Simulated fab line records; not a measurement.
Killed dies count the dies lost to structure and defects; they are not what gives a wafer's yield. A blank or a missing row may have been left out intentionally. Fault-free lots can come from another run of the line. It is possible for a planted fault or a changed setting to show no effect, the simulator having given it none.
Split-lot experiment | flow sfq line | 5 lots, 23 wafers read, on a route of 325 steps

== THE SPLIT ITSELF ==
At SFQ_TRILAYER_L0_LITHO_COAT_010 (resist thk 62 nm), the setting resist thk nm was moved away from the recipe's 62 nm on 9 of the 23 wafers read, by -4.9% to +4.5%. All remaining wafers had this setting at the recipe value.

The split's own step is where the reading is taken.

== THE READING ==
BARC_of_TRILAYER_L0_LITHO_COAT_010.thk nm (the simulator's own value, which no gauge read), in nm, at SFQ_TRILAYER_L0_LITHO_COAT_010 (resist thk 62 nm). The file does not state a usual value for it. Across the 14 wafers here that went through the recipe, the average is 62.07 nm and the standard deviation 0.17 nm.

wafer  | tool, chamber at the split | resist thk nm as run, nm | against the recipe | BARC_of_TRILAYER_L0_LITHO_COAT_010.thk nm, nm | against lot-mates on the recipe
L075.1 | litho track-01, 0          | 62                       | recipe             | 62.23                                         | -
L075.2 | litho track-01, 0          | 64.77                    | +4.5%              | 64.83                                         | +2.64
L075.3 | litho track-01, 0          | 64.77                    | +4.5%              | 64.9                                          | +2.71
L075.4 | litho track-01, 0          | 62                       | recipe             | 62.22                                         | -
L075.5 | litho track-01, 0          | 62                       | recipe             | 62.11                                         | -
L076.2 | litho track-02, 0          | 62                       | recipe             | 61.97                                         | -
L076.3 | litho track-02, 0          | 62                       | recipe             | 62.17                                         | -
L076.4 | litho track-02, 0          | 58.95                    | -4.9%              | 59.08                                         | -2.85
L076.5 | litho track-02, 0          | 62                       | recipe             | 61.66                                         | -
L076.6 | litho track-02, 0          | 58.95                    | -4.9%              | 59.09                                         | -2.84
L077.1 | litho track-04, 0          | 59.6                     | -3.9%              | 59.72                                         | -2.24
L077.2 | litho track-04, 0          | 62                       | recipe             | 62.11                                         | -
L077.4 | litho track-04, 0          | 62                       | recipe             | 61.96                                         | -
L077.5 | litho track-04, 0          | 62                       | recipe             | 61.82                                         | -
L077.6 | litho track-04, 0          | 59.6                     | -3.9%              | 59.56                                         | -2.40
L081.1 | litho track-02, 0          | 64.18                    | +3.5%              | 64.28                                         | +2.22
L081.3 | litho track-02, 0          | 64.18                    | +3.5%              | 64.35                                         | +2.28
L081.4 | litho track-02, 0          | 62                       | recipe             | 62.19                                         | -
L081.5 | litho track-02, 0          | 62                       | recipe             | 61.94                                         | -
L081.6 | litho track-02, 0          | 64.18                    | +3.5%              | 64.37                                         | +2.31
L083.1 | litho track-01, 0          | 62                       | recipe             | 62.08                                         | -
L083.3 | litho track-01, 0          | 62                       | recipe             | 62.28                                         | -
L083.4 | litho track-01, 0          | 62                       | recipe             | 62.2                                          | -

FIT RESULTS
A straight line over all 23 wafers: BARC_of_TRILAYER_L0_LITHO_COAT_010.thk nm changes by +0.624 nm for each +1% of resist thk nm; r = +1.00; the points scatter about the line by 0.15 nm.
The same after taking each lot's own level away (the mean of its wafers on the recipe; 23 wafers): +0.604 nm for each +1%; r = +1.00; scatter 0.13 nm.
That fit puts the effect of the largest move of resist thk nm on the reading at 3 nm.
The span of the lots' own levels, 61.933 to 62.187 nm, comes to 1.5 times the standard deviation stated above.
The two slopes agree, so the slope changes little with the lot-to-lot level.
Check: for one of the wafers moved furthest among these (-4.9%), held out of the fit, the line's prediction against its lot-mates is -2.96 nm. It came out at -2.85 nm against them.

== THESE WAFERS: OTHER SPLITS ==
These wafers also went through other splits before the reading. Each is held against what the fit with the lots' levels taken away leaves over:
other split on the same wafers         | wafers away from the commonest value | r with BARC_of_TRILAYER_L0_LITHO_COAT_010.thk nm (lot level and that fit taken away)
SFQ_TRILAYER_L0_DEP_SPUTTER_003 time s | 10                                   | -0.16

== THE FILE'S OWN FIT ==
BARC_of_TRILAYER_L0_LITHO_COAT_010.thk nm changes by +0.6 nm for each +1% of resist thk nm, r = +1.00.
